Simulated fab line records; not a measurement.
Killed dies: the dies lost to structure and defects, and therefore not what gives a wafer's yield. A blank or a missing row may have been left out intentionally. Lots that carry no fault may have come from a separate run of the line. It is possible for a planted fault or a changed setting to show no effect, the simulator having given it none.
Which tool was responsible? | flow gf180mcu | 13 lots with 39 wafers sampled at 6 steps, on a route of 602 steps

## WHAT EACH GAUGE READ, for each wafer
GF_MVSD_TW_MEAS_11.
lot  | measured    | on            | MVSD_TW
L499 | day 4 15:04 | film-metro-01 | 1588 1598 1594
L501 | day 5 00:34 | film-metro-02 | 1572 1574 1566
L502 | day 5 07:14 | film-metro-04 | 1576 1571 1573
L503 | day 5 12:14 | film-metro-02 | 1574 1581 1570
L504 | day 5 19:40 | film-metro-02 | 1574 1574 1578
L508 | day 6 18:13 | film-metro-02 | 1863 1858 1858
L509 | day 6 23:02 | film-metro-01 | 1853 1854 1866
L510 | day 7 04:28 | film-metro-01 | 1560 1567 1560
L511 | day 7 13:59 | film-metro-01 | 1843 1851 1854
L514 | day 8 05:26 | film-metro-02 | 1569 1573 1573
L516 | day 8 16:34 | film-metro-02 | 1573 1572 1579
L519 | day 9 09:58 | film-metro-01 | 1547 1547 1533
L520 | day 9 16:58 | film-metro-01 | 1566 1551 1558

GF_VT_IMPLANT_TW_MEAS_10.
lot  | measured     | on            | VT_IMPLANT_TW
L499 | day 5 20:58  | film-metro-02 | 562 561 561
L501 | day 6 07:31  | film-metro-03 | 561 558 558
L502 | day 6 14:29  | film-metro-02 | 565 560 565
L503 | day 6 19:20  | film-metro-04 | 563 564 565
L504 | day 7 03:32  | film-metro-03 | 560 565 559
L508 | day 8 03:13  | film-metro-04 | 563 563 560
L509 | day 8 09:52  | film-metro-03 | 565 557 564
L510 | day 8 14:16  | film-metro-03 | 562 562 561
L511 | day 9 00:05  | film-metro-03 | 558 563 557
L514 | day 9 16:50  | film-metro-02 | 561 560 555
L516 | day 10 04:01 | film-metro-02 | 559 560 561
L519 | day 10 23:31 | film-metro-04 | 564 562 565
L520 | day 11 06:11 | film-metro-02 | 558 554 554

GF_VT_IMPLANT_RS_MEAS_46: a four-point-probe measurement.
lot  | measured     | on            | MVSD_RS (ohm/sq)
L499 | day 7 21:44  | film-metro-04 | 455.5 455.9 456.5
L501 | day 8 10:14  | film-metro-01 | 454.4 454.5 454.8
L502 | day 8 16:22  | film-metro-04 | 456.1 457.2 456.9
L503 | day 8 21:01  | film-metro-04 | 458.1 457.8 458.2
L504 | day 9 06:11  | film-metro-02 | 457.2 456.8 457.5
L508 | day 10 09:03 | film-metro-01 | 350.1 349.3 349.3
L509 | day 10 15:51 | film-metro-01 | 349.9 350.1 349.4
L510 | day 10 19:41 | film-metro-01 | 452.4 454.2 455.1
L511 | day 11 06:43 | film-metro-04 | 351.7 351.7 351.3
L514 | day 12 01:39 | film-metro-02 | 458.3 457.8 458.1
L516 | day 12 13:49 | film-metro-04 | 457.1 458.7 457.4
L519 | day 13 12:26 | film-metro-04 | 458.3 458.1 459.4
L520 | day 13 19:03 | film-metro-04 | 456.1 457.2 457.1

GF_CONTACT_THK_MEAS_26: measures by xrf.
lot  | measured     | on            | CONTACT_W_THK (nm)
L499 | day 16 20:25 | film-metro-01 | 312 320 317
L501 | day 17 12:07 | film-metro-02 | 310 313 306
L502 | day 17 19:05 | film-metro-04 | 320 317 320
L503 | day 18 01:41 | film-metro-04 | 312 312 311
L504 | day 18 11:41 | film-metro-04 | 313 319 315
L508 | day 20 03:28 | film-metro-04 | 315 316 317
L509 | day 20 11:04 | film-metro-02 | 318 314 314
L510 | day 20 13:28 | film-metro-01 | 308 308 308
L511 | day 21 05:08 | film-metro-01 | 315 310 317
L514 | day 22 04:41 | film-metro-01 | 317 313 318
L516 | day 22 20:55 | film-metro-04 | 309 318 317
L519 | day 24 02:37 | film-metro-04 | 313 315 315
L520 | day 24 05:07 | film-metro-01 | 319 320 314

## WHAT TOOL EACH LOT RAN ON (gives the tool, then ch and the chambers of the sampled wafers, and finally the start)
lot  | GF_MVSD_IMPLANT_08             | GF_SALICIDE_RTA_06
L499 | implanter-04 ch 0, day 4 14:40 | rtp-anneal-02 ch 0, day 15 19:40
L501 | implanter-02 ch 0, day 5 00:10 | rtp-anneal-01 ch 0, day 16 11:18
L502 | implanter-02 ch 0, day 5 06:52 | rtp-anneal-02 ch 0, day 16 18:16
L503 | implanter-02 ch 0, day 5 11:52 | rtp-anneal-02 ch 0, day 17 00:23
L504 | implanter-01 ch 0, day 5 19:17 | rtp-anneal-02 ch 0, day 17 10:53
L508 | implanter-02 ch 0, day 6 17:50 | rtp-anneal-02 ch 0, day 19 00:31
L509 | implanter-02 ch 0, day 6 22:38 | rtp-anneal-01 ch 0, day 19 08:20
L510 | implanter-04 ch 0, day 7 04:04 | rtp-anneal-01 ch 0, day 19 11:45
L511 | implanter-02 ch 0, day 7 13:37 | rtp-anneal-02 ch 0, day 20 02:35
L514 | implanter-01 ch 0, day 8 05:02 | rtp-anneal-01 ch 0, day 21 03:16
L516 | implanter-04 ch 0, day 8 16:10 | rtp-anneal-01 ch 0, day 21 19:39
L519 | implanter-01 ch 0, day 9 09:16 | rtp-anneal-01 ch 0, day 23 01:35
L520 | implanter-04 ch 0, day 9 16:35 | rtp-anneal-02 ch 0, day 23 04:27
- GF_MVSD_IMPLANT_08
- GF_SALICIDE_RTA_06: time 30 s.

## WHAT THE TOOLS THEMSELVES READ (means of the sampled wafers that have a number; where no wafer has one, the mark that the record gives instead)
GF_MVSD_IMPLANT_08.
lot  | tool         | beam-on-s (s) | dose-ions-cm2 | faraday-current-uA
L499 | implanter-04 | 9.88          | 1.6e+13       | 91.5
L501 | implanter-02 | 10.07         | 1.6e+13       | 89.6
L502 | implanter-02 | 9.96          | 1.6e+13       | 90.8
L503 | implanter-02 | 10.02         | 1.6e+13       | 90.2
L504 | implanter-01 | 9.96          | 1.6e+13       | 90.6
L508 | implanter-02 | 11.72         | 2.9e+13       | 138.1
L509 | implanter-02 | 11.67         | 2.9e+13       | 138.1
L510 | implanter-04 | 10.13         | 1.6e+13       | 88.9
L511 | implanter-02 | 11.73         | 2.9e+13       | 137.3
L514 | implanter-01 | 10.08         | 1.6e+13       | 89.8
L516 | implanter-04 | 9.95          | 1.6e+13       | 90.6
L519 | implanter-01 | 9.97          | 1.6e+13       | 90.5
L520 | implanter-04 | 10.06         | 1.6e+13       | 89.6

GF_SALICIDE_RTA_06.
lot  | tool          | lamp-power-pct (%) | wafer_temp_C_max
L499 | rtp-anneal-02 | 5.85               | 532.3
L501 | rtp-anneal-01 | 6.16               | 532.0
L502 | rtp-anneal-02 | 5.85               | 532.2
L503 | rtp-anneal-02 | 5.86               | 532.1
L504 | rtp-anneal-02 | 5.86               | 532.1
L508 | rtp-anneal-02 | 5.85               | 532.1
L509 | rtp-anneal-01 | 6.16               | 532.6
L510 | rtp-anneal-01 | 6.16               | 532.3
L511 | rtp-anneal-02 | 5.86               | 532.5
L514 | rtp-anneal-01 | 6.16               | 532.7
L516 | rtp-anneal-01 | 6.16               | 532.2
L519 | rtp-anneal-01 | 6.16               | 532.7
L520 | rtp-anneal-02 | 5.85               | 532.0

## THE ANSWER, worked out from the rows above alone
Rule: what is usual is taken from the lots themselves. Put in order of their means at a reading, lots are off if they are a third of the lots or fewer, leave a main group of 4 or more, and stand apart from it by a gap of 3 or more times the standard deviation of the main group's means; of several such gaps the widest counts. If all means in a main group match to the digits the tables above print for the reading, that group is not used. A lot without any number at a reading at which 4 lots or more have one is off too. Where the step has rows for the other lots, those lots are counted as sound. After the gauges, taken in route order, come the tools' own readings; for these a lot's mean is taken, as printed above. At the first step where some lot is off, the reading lying furthest off is the one used; lots without a number count as furthest.
Off: L508, L509, L511, at GF_MVSD_TW_MEAS_11 (MVSD_TW). For the main group the mean is 1570 and the standard deviation 13.
A tool fits if, at a process step before that reading, it ran every lot that is off, and no sound lot after the first of them. Not tried: the gauges at GF_MVSD_TW_MEAS_11; whatever is off there is also off at GF_MVSD_IMPLANT_08, on other tools, and gauge error can't account for it. One fits: GF_MVSD_IMPLANT_08 on implanter-02. A fault onset in the window from L503 (day 5 11:52, its last sound lot) to L508 (day 6 17:50, its first lot off) fits.
The tool's own readings at GF_MVSD_IMPLANT_08 bear it out: on the lots that are off they differ by more than 5 times the standard deviation of the sound lots' means. beam-on-s reads 11.71 s there against 10.01 s on the sound lots; dose-ions-cm2 reads 2.9e+13 there against 1.6e+13 on the sound lots; faraday-current-uA reads 137.8 there against 90.2 on the sound lots.

## WHAT THE SIMULATOR HAD INSERTED
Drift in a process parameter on implanter-02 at GF_MVSD_IMPLANT_08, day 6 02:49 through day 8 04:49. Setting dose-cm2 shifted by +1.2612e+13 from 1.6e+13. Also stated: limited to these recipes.
Lots struck among those shown: L508, L509, L511. The rule above found the same.
